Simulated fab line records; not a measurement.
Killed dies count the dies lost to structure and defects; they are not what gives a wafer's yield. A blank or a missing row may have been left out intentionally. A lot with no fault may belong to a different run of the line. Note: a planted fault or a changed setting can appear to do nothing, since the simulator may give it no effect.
fab line records ; flow gf180mcu
record: lots: 15; wafers: 45; lastDay: 33
route steps=602 shown VT_IMPLANT@107 PSD@256 SALICIDE@284 CONTACT@291
lots untouched by any fault: they come from a run of this same line in which no faults occurred
startH: start of the lot's first displayed wafer, in hours after the record's first day ; waitH: how many hours have passed since the lot's step before this one ; " same as the row above ; L1.1+2: one row covering several wafers at once ; - either no value or no given start ; * or withheld: withheld ; < > ~ a bound
route shown NAME@n: names a module that has steps shown in the file, with the first one's number in the route ; usual: the fault-free wafers' mean and standard deviation ; same: alike in all rows ; chamber/n: place in a boat ; sites: per-site readings ; _std_site: how widely they spread, as a standard deviation ; _edge_site: inner sites' mean taken away from outer sites' mean ; radiusMm: how far each site lies from the wafer's centre ; mask NAME#n: copy n ; behind: the most recent tool/chamber to have shaped the wafer ; hold: the reason the lot was held/the length of the hold in hours/how it ended ; device: whichever transistor did not switch (one of n, p or np) ; end of line: the same wafers' tests at the end of the route ; a step given without rows: its recipe and nothing more ; killed: the dies lost at the first sort to structure and to defects; this is not the yield of the wafer ; map: shows each die of a wafer: x if killed, . if not, _ if none is there
set.NAME: the setting as run; set.NAME@STEP: as run at that earlier step ; model.NAME: the simulator's own value behind a step, which no gauge read
a sample of lots followed through the steps of the route, with each step as a table and each wafer as a row
services: when a tool's chamber went out of use (startH, in hours from the record's first day, below 0 if earlier), for how many hours, and the reason
== steps ==
step: GF_VT_IMPLANT_DEVELOP_17
recipe: developTimeS: 60; devTempC: 23
usual: chillPlateTempC: 23.02/0.1; developTimeS: 60/0
lot.wafer;tool;chamber;startH;waitH;chillPlateTempC;developTimeS
L765.1;lithoTrack-01;0;127.69;0.1;22.94;60
L765.2;lithoTrack-01;0;127.69;0.1;22.85;60
L765.3;lithoTrack-01;0;127.69;0.1;22.83;60
L767.2;lithoTrack-01;0;145.62;0.1;23.00;60
L767.5;lithoTrack-01;0;145.62;0.1;23.06;60
L767.6;lithoTrack-01;0;145.62;0.1;22.98;60
L770.2;lithoTrack-03;0;161.57;0.1;23.11;60
L770.3;lithoTrack-03;0;161.57;0.1;23.05;60
L770.4;lithoTrack-03;0;161.57;0.1;23.10;60
L773.1;lithoTrack-02;-;181.41;0.1;-;-
L773.2;lithoTrack-02;-;181.41;0.1;-;-
L773.3;lithoTrack-02;-;181.41;0.1;-;-
L774.1;lithoTrack-01;-;186.19;0.1;-;-
L774.2;lithoTrack-01;-;186.19;0.1;-;-
L774.4;lithoTrack-01;-;186.19;0.1;-;-
L775.2;lithoTrack-03;-;191.07;0.1;-;-
L775.3;lithoTrack-03;-;191.07;0.1;-;-
L775.4;lithoTrack-03;-;191.07;0.1;-;-
L776.2;lithoTrack-01;0;196.22;0.1;23.09;60
L776.3;lithoTrack-01;0;196.22;0.1;23.07;60
L776.5;lithoTrack-01;0;196.22;0.1;23.12;60
L778.1;lithoTrack-01;0;209.49;0.1;22.99;60
L778.2;lithoTrack-01;0;209.49;0.1;23.09;60
L778.6;lithoTrack-01;0;209.49;0.1;23.03;60
L779.2;lithoTrack-03;0;216.12;0.1;22.96;60
L779.4;lithoTrack-03;0;216.12;0.1;23.00;60
L779.5;lithoTrack-03;0;216.12;0.1;23.07;60
L780.1;lithoTrack-02;0;220.56;0.1;23.11;60
L780.2;lithoTrack-02;0;220.56;0.1;22.94;60
L780.3;lithoTrack-02;0;220.56;0.1;22.97;60
L781.4;lithoTrack-01;0;226.27;0.1;22.97;60
L781.5;lithoTrack-01;0;226.27;0.1;22.90;60
L781.6;lithoTrack-01;0;226.27;0.1;22.97;60
L782.4;lithoTrack-03;0;233.97;0.1;23.14;60
L782.5;lithoTrack-03;0;233.97;0.1;23.08;60
L782.6;lithoTrack-03;0;233.97;0.1;23.00;60
L783.2;lithoTrack-01;0;242.12;0.1;22.94;60
L783.3;lithoTrack-01;0;242.12;0.1;22.87;60
L783.6;lithoTrack-01;0;242.12;0.1;22.91;60
L784.1;lithoTrack-01;0;247.84;0.1;23.05;60
L784.4;lithoTrack-01;0;247.84;0.1;23.04;60
L784.5;lithoTrack-01;0;247.84;0.1;23.09;60
L787.1;lithoTrack-01;0;267.14;0.1;23.30;60
L787.2;lithoTrack-01;0;267.14;0.1;23.01;60
L787.4;lithoTrack-01;0;267.14;0.1;22.97;60
step: GF_PSD_OVL_MEAS_08
usual: PSD_OVL: -0.6/1.5
lot.wafer;tool;chamber;startH;waitH;PSD_OVL[nm]
L765.1;overlay-02;-;304.46;0.1;-0.4
L765.2;overlay-02;-;304.46;0.1;-0.5
L765.3;overlay-02;-;304.46;0.1;-0.8
L767.2;overlay-01;-;333.10;0.1;-1.1
L767.5;overlay-01;-;333.10;0.1;-0.7
L767.6;overlay-01;-;333.10;0.1;-0.9
L770.2;overlay-01;-;350.95;0.1;2.4
L770.3;overlay-01;-;350.95;0.1;0.6
L770.4;overlay-01;-;350.95;0.1;2.2
L776.2;overlay-01;-;390.18;0.1;-1.1
L776.3;overlay-01;-;390.18;0.1;-0.6
L776.5;overlay-01;-;390.18;0.1;-1.7
L778.1;overlay-01;-;422.31;0.1;1.2
L778.2;overlay-01;-;422.31;0.1;0.9
L778.6;overlay-01;-;422.31;0.1;1.1
L779.2;overlay-01;-;423.62;0.1;-2.8
L779.4;overlay-01;-;423.62;0.1;-3.1
L779.5;overlay-01;-;423.62;0.1;-1.9
L780.1;overlay-01;-;433.44;0.1;2.0
L780.2;overlay-01;-;433.44;0.1;0.4
L780.3;overlay-01;-;433.44;0.1;2.5
L781.4;overlay-01;-;440.26;0.1;0.3
L781.5;overlay-01;-;440.26;0.1;-1.5
L781.6;overlay-01;-;440.26;0.1;-0.1
L782.4;overlay-01;-;452.26;0.1;-1.0
L782.5;overlay-01;-;452.26;0.1;-1.0
L782.6;overlay-01;-;452.26;0.1;-0.6
L783.2;overlay-02;-;455.22;0.1;-1.2
L783.3;overlay-02;-;455.22;0.1;-0.3
L783.6;overlay-02;-;455.22;0.1;-1.1
L784.1;overlay-02;-;465.56;0.1;0.4
L784.4;overlay-02;-;465.56;0.1;0.5
L784.5;overlay-02;-;465.56;0.1;2.0
L787.1;overlay-01;-;486.48;0.1;0.5
L787.2;overlay-01;-;486.48;0.1;-1.2
L787.4;overlay-01;-;486.48;0.1;-1.3
step: GF_SALICIDE_RTA_06
recipe: tempC: 530; timeS: 30; ambient: N2
usual: lampPowerPct: 6.3/1; wafer_temp_C_max: 531.9/0.43
lot.wafer;tool;chamber;startH;waitH;lampPowerPct;wafer_temp_C_max
L765.1;rtpAnneal-01;0;323.82;0.1;7.3;531.8
L765.2;rtpAnneal-01;0;323.82;0.1;7.3;531.5
L765.3;rtpAnneal-01;0;323.82;0.1;7.3;531.3
L767.2;rtpAnneal-02;0;356.57;0.1;5.2;531.4
L767.5;rtpAnneal-02;0;356.57;0.1;5.2;531.7
L767.6;rtpAnneal-02;0;356.57;0.1;5.2;531.9
L770.2;rtpAnneal-01;0;374.19;0.1;7.3;532.0
L770.3;rtpAnneal-01;0;374.19;0.1;7.3;531.8
L770.4;rtpAnneal-01;0;374.19;0.1;7.3;532.0
L776.2;rtpAnneal-01;0;414.60;0.1;7.3;531.5
L776.3;rtpAnneal-01;0;414.60;0.1;7.3;531.8
L776.5;rtpAnneal-01;0;414.60;0.1;7.3;532.0
L778.1;rtpAnneal-02;0;446.90;0.1;5.2;531.4
L778.2;rtpAnneal-02;0;446.90;0.1;5.2;531.8
L778.6;rtpAnneal-02;0;446.90;0.1;5.2;532.0
L779.2;rtpAnneal-02;0;448.44;0.1;5.2;532.5
L779.4;rtpAnneal-02;0;448.44;0.1;5.2;532.5
L779.5;rtpAnneal-02;0;448.44;0.1;5.2;532.2
L780.1;rtpAnneal-01;0;456.73;0.1;7.3;531.7
L780.2;rtpAnneal-01;0;456.73;0.1;7.3;532.1
L780.3;rtpAnneal-01;0;456.73;0.1;7.3;531.9
L781.4;rtpAnneal-02;0;463.15;0.1;5.2;531.6
L781.5;rtpAnneal-02;0;463.15;0.1;5.2;531.8
L781.6;rtpAnneal-02;0;463.15;0.1;5.2;532.3
L782.4;rtpAnneal-02;0;476.40;0.1;5.2;531.7
L782.5;rtpAnneal-02;0;476.40;0.1;5.2;532.1
L782.6;rtpAnneal-02;0;476.40;0.1;5.2;531.9
L783.2;rtpAnneal-02;0;480.48;0.1;5.2;531.8
L783.3;rtpAnneal-02;0;480.48;0.1;5.2;532.8
L783.6;rtpAnneal-02;0;480.48;0.1;5.2;531.6
L784.1;rtpAnneal-01;0;491.96;0.1;7.3;531.6
L784.4;rtpAnneal-01;0;491.96;0.1;7.3;531.3
L784.5;rtpAnneal-01;0;491.96;0.1;7.3;531.6
L787.1;rtpAnneal-01;0;510.80;0.1;7.3;531.4
L787.2;rtpAnneal-01;0;510.80;0.1;7.3;531.2
L787.4;rtpAnneal-01;0;510.80;0.1;7.3;531.3
step: GF_CONTACT_CMP_04
recipe: material: SiO2; downForcePsi: 4; platenRpm: 60; padVelocityMS: 0.94248
usual: motorCurrentA: 12.4/0.67; timeToEndpointS: 110/5.4
lot.wafer;tool;chamber;startH;waitH;motorCurrentA;timeToEndpointS
L765.1;cmp-01;3;324.35;0.1;11.5;102
L765.3;cmp-01;0;324.35;0.1;11.8;107
L765.2;cmp-01;2;324.35;0.1;11.8;109
L767.2;cmp-01;3;357.13;0.1;12.7;101
L767.6;cmp-01;2;357.13;0.1;12.9;107
L767.5;cmp-01;3;357.13;0.1;12.2;104
L770.3;cmp-01;0;374.71;0.0;11.3;112
L770.4;cmp-01;2;374.71;0.0;12.4;118
L770.2;cmp-01;3;374.71;0.0;11.9;109
L776.2;cmp-02;0;415.11;0.0;14.1;111
L776.3;cmp-02;3;415.11;0.0;12.2;106
L776.5;cmp-02;1;415.11;0.0;12.5;112
L778.2;cmp-01;0;447.47;0.1;12.1;109
L778.1;cmp-01;2;447.47;0.1;13.2;108
L778.6;cmp-01;0;447.47;0.1;11.1;117
L779.2;cmp-02;2;449.00;0.1;11.6;108
L779.4;cmp-02;0;449.00;0.1;14.2;109
L779.5;cmp-02;1;449.00;0.1;12.5;107
L780.3;cmp-01;0;457.36;0.0;11.2;104
L780.1;cmp-01;2;457.36;0.0;12.6;108
L780.2;cmp-01;3;457.36;0.0;12.4;108
L781.4;cmp-01;3;463.67;0.1;12.2;111
L781.5;cmp-01;2;463.67;0.1;13.5;109
L781.6;cmp-01;3;463.67;0.1;12.1;115
L782.4;cmp-01;3;476.87;0.0;12.5;110
L782.5;cmp-01;3;476.87;0.0;11.6;110
L782.6;cmp-01;0;476.87;0.0;10.6;117
L783.3;cmp-01;2;481.04;0.1;12.6;109
L783.2;cmp-01;0;481.04;0.1;11.5;114
L783.6;cmp-01;2;481.04;0.1;12.4;121
L784.4;cmp-01;1;492.49;0.0;12.4;110
L784.1;cmp-01;3;492.49;0.0;12.2;112
L784.5;cmp-01;2;492.49;0.0;12.1;111
L787.1;cmp-01;2;511.37;0.1;12.6;111
L787.4;cmp-01;3;511.37;0.1;12.3;119
L787.2;cmp-01;0;511.37;0.1;11.9;110
== services ==
tool;chamber;startH;hours;kind
cmp-01;-;112.90;4.5;pm
cmp-02;-;171.76;0.9;repair
cmp-01;-;179.94;3.2;repair
cmp-01;-;189.87;20.5;pm
cmp-02;-;190.91;0.9;repair
cmp-02;-;194.80;0.8;repair
cmp-01;-;218.50;0.3;repair
cmp-02;-;228.24;2.3;repair
cmp-01;-;232.05;4.0;pm
cmp-01;-;236.05;-;consumableReplace:conditioner
cmp-01;-;236.05;-;consumableReplace:pad
cmp-02;-;243.90;1.0;repair
cmp-01;-;253.09;55.7;repair
cmp-02;-;266.16;33.5;repair
cmp-02;-;308.75;5.0;pm
cmp-02;-;313.76;7.0;pm
cmp-02;-;404.20;4.0;pm
cmp-02;-;408.20;-;consumableReplace:conditioner
cmp-02;-;408.20;-;consumableReplace:pad
rtpAnneal-02;-;433.32;3.4;pm
rtpAnneal-01;-;445.53;4.3;pm
cmp-01;-;481.90;4.4;pm
cmp-02;-;495.75;0.7;repair
== key ==
firstSign: step: GF_VT_IMPLANT_DEVELOP_17; reading: toolRecord; direction: missing
effect none on later readings
metAt GF_VT_IMPLANT_DEVELOP_17
struckLots L773,L774,L775
laterRowsLeftOut L773.1,L773.2,L773.3,L774.1,L774.2,L774.4,L775.2,L775.3,L775.4
sortLeftOut L773.1,L773.2,L773.3,L774.1,L774.2,L774.4,L775.2,L775.3,L775.4
testerLeftOut L773,L774,L775
notActingAt GF_PSD_OVL_MEAS_08,GF_SALICIDE_RTA_06,GF_CONTACT_CMP_04
onsetBetween 161.57 181.41
fault: kind: skippedStepWhole; tool: lithoTrack-01,lithoTrack-02,lithoTrack-03; chamber: -; onsetH: 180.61; steps: GF_VT_IMPLANT_DEVELOP_17; scope: struckLotsOnly
testerLeftOut: of these lots the tester's yield and bins aren't shown, on N5 and GAA mostly nor the transistor test; their killed dies are dies lost to structure and defects alone, not to doping, threshold or leakage, so they don't give the yield
sortLeftOut: the simulated sort isn't trusted on such a fault, so these wafers' sort isn't shown, and their yield isn't known
laterRowsLeftOut: the simulator's readings of these wafers behind a module that went badly wrong aren't trusted and aren't shown, but for the sort
